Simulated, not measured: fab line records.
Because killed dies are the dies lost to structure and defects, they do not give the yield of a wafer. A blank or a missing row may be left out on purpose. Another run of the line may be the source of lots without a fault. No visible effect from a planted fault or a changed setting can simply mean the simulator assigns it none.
2 desks looking at one fault	flow gf180mcu	numbers are kept per desk, each desk with only its own; the story behind them comes last

== AT THE METROLOGY DESK ==
What the gauges read for every lot (on any tool): the sampled wafers with a number, averaged. Marked OUT: a lot whose mean sits more than 4 standard deviations from the usual mean, which makes it out of limits; the brackets give that distance.
Columns: A = M4_ALCU_THK at GF_M4_THK_MEAS_06, usual 458 nm; B = V4_CVD_00_THK at GF_V4_THK_MEAS_01, usual 598 nm
lot	first seen here	A	B
L775	day 22 01:56	455	599
L776	day 23 09:57	455	598
L778	day 23 20:43	466	609
L780	day 24 08:42	460	597
L781	day 24 16:01	455	598
L782	day 25 03:56	464	598
L784	day 25 21:23	455	591
L788	day 27 03:26	461	593
L790	day 27 17:52	449	601
L791	day 27 17:59	454	804 (+28) OUT
L792	day 28 07:31	462	601
L798	day 29 16:19	464	589
Finding of this desk: L791 out of limits, first seen on L791 at day 28 14:08 (V4_CVD_00_THK at GF_V4_THK_MEAS_01). In limits: L775, L776, L778, L780, L781, L782, L784, L788, L790, L792, L798.

== THE TOOL OWNER'S DESK: hdpcvd-02 ==
The tool's own readings at GF_V4_CVD_00 (deposits SiO2, target thk 600 nm, time 100 s): means of the sampled wafers that have a number, for each lot that ran on this tool. Marked OUT: a lot whose mean sits more than 4 standard deviations from the usual mean, which makes it out of limits; the brackets give that distance.
Columns: A = sih4FlowSccm at GF_V4_CVD_00, usual 60.03 sccm
lot	first seen here	A
L775	day 23 01:45	60.04
L778	day 24 19:20	60.19
L781	day 25 14:36	60.04
L782	day 26 02:14	60.07
L784	day 26 18:29	60.03
L791	day 28 14:04	79.99 (+99 or more) OUT
This desk finds L791 out of limits, L791 being first, at day 28 14:04 (sih4FlowSccm at GF_V4_CVD_00). In limits: L775, L778, L781, L782, L784.

== PUT TOGETHER ==
The tool owner's desk had the chance to raise an alarm at day 28 14:04 on L791.
At day 28 14:08 the metrology desk could have sounded an alarm, on L791.
All the named lots went through GF_V4_CVD_00 on hdpcvd-02.

== WHAT THE SIMULATOR HAD INSERTED ==
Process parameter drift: hdpcvd-02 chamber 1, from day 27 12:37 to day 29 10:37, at GF_V4_CVD_00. From 60, the setting sih4FlowSccm moved by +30. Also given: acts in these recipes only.
Shown lots that were struck: L791.
Counting hours from when the fault started, the first reading out of limits came at 25 for the tool owner's desk and at 26 for the metrology desk.
